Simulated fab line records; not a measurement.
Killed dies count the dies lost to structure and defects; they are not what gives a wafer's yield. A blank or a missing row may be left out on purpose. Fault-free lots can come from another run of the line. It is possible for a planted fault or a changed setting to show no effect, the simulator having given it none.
Which tool is to blame? / flow sky130 / 14 lots with 40 wafers sampled at 5 steps, on a route of 708 steps

## WHAT EACH GAUGE READ, for each wafer
SKY_LOCAL_INTERCONNECT_CD_MEAS_11: target cd 170 nm. Usual: 170.1 nm for cdNm, sd 1.5.
lot=L358; measured=day 30 12:59; on=cdSem-02; cdNm (nm)=168.1 168.8 167.7; flag=
lot=L359; measured=day 30 18:20; on=cdSem-01; cdNm (nm)=171.7 169.8 171.3; flag=
lot=L363; measured=day 32 09:11; on=cdSem-01; cdNm (nm)=169.7 180.9; flag=OFF
lot=L365; measured=day 33 00:34; on=cdSem-01; cdNm (nm)=182.0 168.7; flag=OFF
lot=L371; measured=day 34 20:22; on=cdSem-02; cdNm (nm)=169.0 168.3 169.2; flag=
lot=L372; measured=day 35 00:26; on=cdSem-02; cdNm (nm)=168.6 169.1 170.4; flag=
lot=L373; measured=day 35 02:59; on=cdSem-01; cdNm (nm)=169.2 169.8 170.6; flag=
lot=L374; measured=day 35 15:35; on=cdSem-01; cdNm (nm)=171.2 170.9 171.8; flag=
lot=L375; measured=day 35 22:47; on=cdSem-01; cdNm (nm)=168.5 169.4 168.3; flag=
lot=L376; measured=day 36 07:01; on=cdSem-02; cdNm (nm)=172.5 173.1 173.2; flag=
lot=L377; measured=day 36 11:17; on=cdSem-02; cdNm (nm)=171.2 170.9 173.2; flag=
lot=L378; measured=day 36 18:59; on=cdSem-01; cdNm (nm)=168.7 169.2 167.7; flag=
lot=L380; measured=day 37 05:33; on=cdSem-01; cdNm (nm)=170.4 169.4 168.9; flag=
lot=L381; measured=day 37 11:49; on=cdSem-02; cdNm (nm)=171.1 168.6 171.3; flag=

SKY_LOCAL_INTERCONNECT_OVL_MEAS_12. Usual: LOCAL_INTERCONNECT_OVL gives -4 nm (standard deviation 5.4).
lot=L358; measured=day 30 13:05; on=overlay-01; LOCAL_INTERCONNECT_OVL (nm)=-1 -1 3; flag=
lot=L359; measured=day 30 18:24; on=overlay-01; LOCAL_INTERCONNECT_OVL (nm)=-14 0 -12; flag=
lot=L363; measured=day 32 09:17; on=overlay-01; LOCAL_INTERCONNECT_OVL (nm)=-3 -12; flag=
lot=L365; measured=day 33 00:41; on=overlay-02; LOCAL_INTERCONNECT_OVL (nm)=-3 1; flag=
lot=L371; measured=day 34 20:29; on=overlay-02; LOCAL_INTERCONNECT_OVL (nm)=-2 4 0; flag=
lot=L372; measured=day 35 00:32; on=overlay-01; LOCAL_INTERCONNECT_OVL (nm)=-5 -4 -11; flag=
lot=L373; measured=day 35 03:05; on=overlay-01; LOCAL_INTERCONNECT_OVL (nm)=-12 -12 -12; flag=
lot=L374; measured=day 35 15:41; on=overlay-02; LOCAL_INTERCONNECT_OVL (nm)=-4 4 -5; flag=
lot=L375; measured=day 35 22:52; on=overlay-01; LOCAL_INTERCONNECT_OVL (nm)=-8 -4 -12; flag=
lot=L376; measured=day 36 07:06; on=overlay-02; LOCAL_INTERCONNECT_OVL (nm)=-7 -13 -11; flag=
lot=L377; measured=day 36 11:24; on=overlay-02; LOCAL_INTERCONNECT_OVL (nm)=-3 2 3; flag=
lot=L378; measured=day 36 19:06; on=overlay-02; LOCAL_INTERCONNECT_OVL (nm)=-4 -7 -6; flag=
lot=L380; measured=day 37 05:40; on=overlay-02; LOCAL_INTERCONNECT_OVL (nm)=-1 2 -3; flag=
lot=L381; measured=day 37 11:56; on=overlay-02; LOCAL_INTERCONNECT_OVL (nm)=-9 -4 -1; flag=

SKY_METAL1_RS_MEAS_05: measures by four-point-probe. Usual: METAL1_ALCU_RS gives 0.1270 ohm/sq (standard deviation 0.0014).
lot=L358; measured=day 31 19:30; on=filmMetro-02; METAL1_ALCU_RS (ohm/sq)=0.1259 0.1248 0.1264; flag=
lot=L359; measured=day 32 00:40; on=filmMetro-01; METAL1_ALCU_RS (ohm/sq)=0.1266 0.1253 0.1284; flag=
lot=L363; measured=day 33 15:30; on=filmMetro-03; METAL1_ALCU_RS (ohm/sq)=0.1274 0.1257; flag=
lot=L365; measured=day 34 06:26; on=filmMetro-03; METAL1_ALCU_RS (ohm/sq)=0.1255 0.1259; flag=
lot=L371; measured=day 36 01:50; on=filmMetro-02; METAL1_ALCU_RS (ohm/sq)=0.1262 0.1265 0.1263; flag=
lot=L372; measured=day 36 05:51; on=filmMetro-03; METAL1_ALCU_RS (ohm/sq)=0.1292 0.1264 0.1254; flag=
lot=L373; measured=day 36 07:58; on=filmMetro-02; METAL1_ALCU_RS (ohm/sq)=0.1283 0.1277 0.1300; flag=
lot=L374; measured=day 36 20:01; on=filmMetro-03; METAL1_ALCU_RS (ohm/sq)=0.1277 0.1282 0.1267; flag=
lot=L375; measured=day 37 03:51; on=filmMetro-03; METAL1_ALCU_RS (ohm/sq)=0.1279 0.1271 0.1274; flag=
lot=L376; measured=day 37 12:17; on=filmMetro-02; METAL1_ALCU_RS (ohm/sq)=0.1253 0.1276 0.1255; flag=
lot=L377; measured=day 37 16:14; on=filmMetro-02; METAL1_ALCU_RS (ohm/sq)=0.1288 0.1282 0.1279; flag=
lot=L378; measured=day 37 23:44; on=filmMetro-03; METAL1_ALCU_RS (ohm/sq)=0.1259 0.1267 0.1263; flag=
lot=L380; measured=day 38 10:38; on=filmMetro-01; METAL1_ALCU_RS (ohm/sq)=0.1269 0.1256 0.1258; flag=
lot=L381; measured=day 38 17:32; on=filmMetro-01; METAL1_ALCU_RS (ohm/sq)=0.1278 0.1266 0.1274; flag=

## WHAT TOOL EACH LOT RAN ON (gives the tool, then ch and the chambers of the sampled wafers, and finally the start)
lot=L358; SKY_LOCAL_INTERCONNECT_DEVELOP_10=lithoTrack-04 ch 0, day 30 12:00; SKY_CONTACT_SPUTTER_23=pvdSputter-02, day 31 18:41
lot=L359; SKY_LOCAL_INTERCONNECT_DEVELOP_10=lithoTrack-04 ch 0, day 30 18:00; SKY_CONTACT_SPUTTER_23=pvdSputter-04, day 31 23:49
lot=L363; SKY_LOCAL_INTERCONNECT_DEVELOP_10=lithoTrack-03 ch 0, day 32 09:00; SKY_CONTACT_SPUTTER_23=pvdSputter-02, day 33 14:41
lot=L365; SKY_LOCAL_INTERCONNECT_DEVELOP_10=lithoTrack-03 ch 0, day 33 00:00; SKY_CONTACT_SPUTTER_23=pvdSputter-01, day 34 05:39
lot=L371; SKY_LOCAL_INTERCONNECT_DEVELOP_10=lithoTrack-04 ch 0, day 34 20:00; SKY_CONTACT_SPUTTER_23=pvdSputter-04, day 36 01:03
lot=L372; SKY_LOCAL_INTERCONNECT_DEVELOP_10=lithoTrack-04 ch 0, day 35 00:00; SKY_CONTACT_SPUTTER_23=pvdSputter-01, day 36 05:02
lot=L373; SKY_LOCAL_INTERCONNECT_DEVELOP_10=lithoTrack-04 ch 0, day 35 02:00; SKY_CONTACT_SPUTTER_23=pvdSputter-02, day 36 07:10
lot=L374; SKY_LOCAL_INTERCONNECT_DEVELOP_10=lithoTrack-04 ch 0, day 35 15:00; SKY_CONTACT_SPUTTER_23=pvdSputter-01, day 36 19:13
lot=L375; SKY_LOCAL_INTERCONNECT_DEVELOP_10=lithoTrack-02 ch 0, day 35 22:00; SKY_CONTACT_SPUTTER_23=pvdSputter-04, day 37 03:00
lot=L376; SKY_LOCAL_INTERCONNECT_DEVELOP_10=lithoTrack-03 ch 0, day 36 06:00; SKY_CONTACT_SPUTTER_23=pvdSputter-02, day 37 11:28
lot=L377; SKY_LOCAL_INTERCONNECT_DEVELOP_10=lithoTrack-04 ch 0, day 36 11:00; SKY_CONTACT_SPUTTER_23=pvdSputter-02, day 37 15:26
lot=L378; SKY_LOCAL_INTERCONNECT_DEVELOP_10=lithoTrack-02 ch 0, day 36 18:00; SKY_CONTACT_SPUTTER_23=pvdSputter-04, day 37 22:57
lot=L380; SKY_LOCAL_INTERCONNECT_DEVELOP_10=lithoTrack-02 ch 0, day 37 05:00; SKY_CONTACT_SPUTTER_23=pvdSputter-01, day 38 09:49
lot=L381; SKY_LOCAL_INTERCONNECT_DEVELOP_10=lithoTrack-03 ch 0, day 37 11:00; SKY_CONTACT_SPUTTER_23=pvdSputter-02, day 38 16:44
- SKY_LOCAL_INTERCONNECT_DEVELOP_10: develop time 60 s.
- SKY_CONTACT_SPUTTER_23: material TiN, target thk 20 nm, time 80 s.

## WHAT THE TOOLS THEMSELVES READ (means of the sampled wafers that have a number; where no wafer has one, the mark that the record gives instead)
SKY_CONTACT_SPUTTER_23. Usual: chamberPressurePa 5.000 Pa, standard deviation 0.01; throttleValvePct 30.3 %, standard deviation 1.1.
lot=L358; tool=pvdSputter-02; chamberPressurePa (Pa)=4.992; throttleValvePct (%)=29.4; flag=
lot=L359; tool=pvdSputter-04; chamberPressurePa (Pa)=4.999; throttleValvePct (%)=31.4; flag=
lot=L363; tool=pvdSputter-02; chamberPressurePa (Pa)=5.014; throttleValvePct (%)=30.0; flag=
lot=L365; tool=pvdSputter-01; chamberPressurePa (Pa)=5.010; throttleValvePct (%)=29.9; flag=
lot=L371; tool=pvdSputter-04; chamberPressurePa (Pa)=5.012; throttleValvePct (%)=31.3; flag=
lot=L372; tool=pvdSputter-01; chamberPressurePa (Pa)=5.006; throttleValvePct (%)=29.8; flag=
lot=L373; tool=pvdSputter-02; chamberPressurePa (Pa)=5.009; throttleValvePct (%)=29.8; flag=
lot=L374; tool=pvdSputter-01; chamberPressurePa (Pa)=5.009; throttleValvePct (%)=29.7; flag=
lot=L375; tool=pvdSputter-04; chamberPressurePa (Pa)=4.991; throttleValvePct (%)=31.3; flag=
lot=L376; tool=pvdSputter-02; chamberPressurePa (Pa)=5.000; throttleValvePct (%)=30.5; flag=
lot=L377; tool=pvdSputter-02; chamberPressurePa (Pa)=4.989; throttleValvePct (%)=29.8; flag=
lot=L378; tool=pvdSputter-04; chamberPressurePa (Pa)=5.002; throttleValvePct (%)=30.3; flag=
lot=L380; tool=pvdSputter-01; chamberPressurePa (Pa)=4.991; throttleValvePct (%)=29.8; flag=
lot=L381; tool=pvdSputter-02; chamberPressurePa (Pa)=5.002; throttleValvePct (%)=30.5; flag=

## THE ANSWER, worked out from the rows above alone
Rule: lot off if the mean of its wafers having a number is beyond 3 standard deviations from the usual mean. Also off: a lot with no number at a reading for which 4 or more lots have one. The other lots that the step has rows for count as sound. First the gauges in route order, then the tools' own readings, where a lot's mean is used as printed above. At the first step where some lot is off, the reading lying furthest off is the one used; lots without a number count as furthest.
Off: L363, L365 (SKY_LOCAL_INTERCONNECT_CD_MEAS_11, cdNm).
If a tool, at a process step before that reading, ran all the lots that are off and no sound lot after the first of them, it fits. Those tools and the gauges at SKY_LOCAL_INTERCONNECT_CD_MEAS_11 are tried in the same way. None of those tried fits.

## WHAT THE SIMULATOR HAD INSERTED
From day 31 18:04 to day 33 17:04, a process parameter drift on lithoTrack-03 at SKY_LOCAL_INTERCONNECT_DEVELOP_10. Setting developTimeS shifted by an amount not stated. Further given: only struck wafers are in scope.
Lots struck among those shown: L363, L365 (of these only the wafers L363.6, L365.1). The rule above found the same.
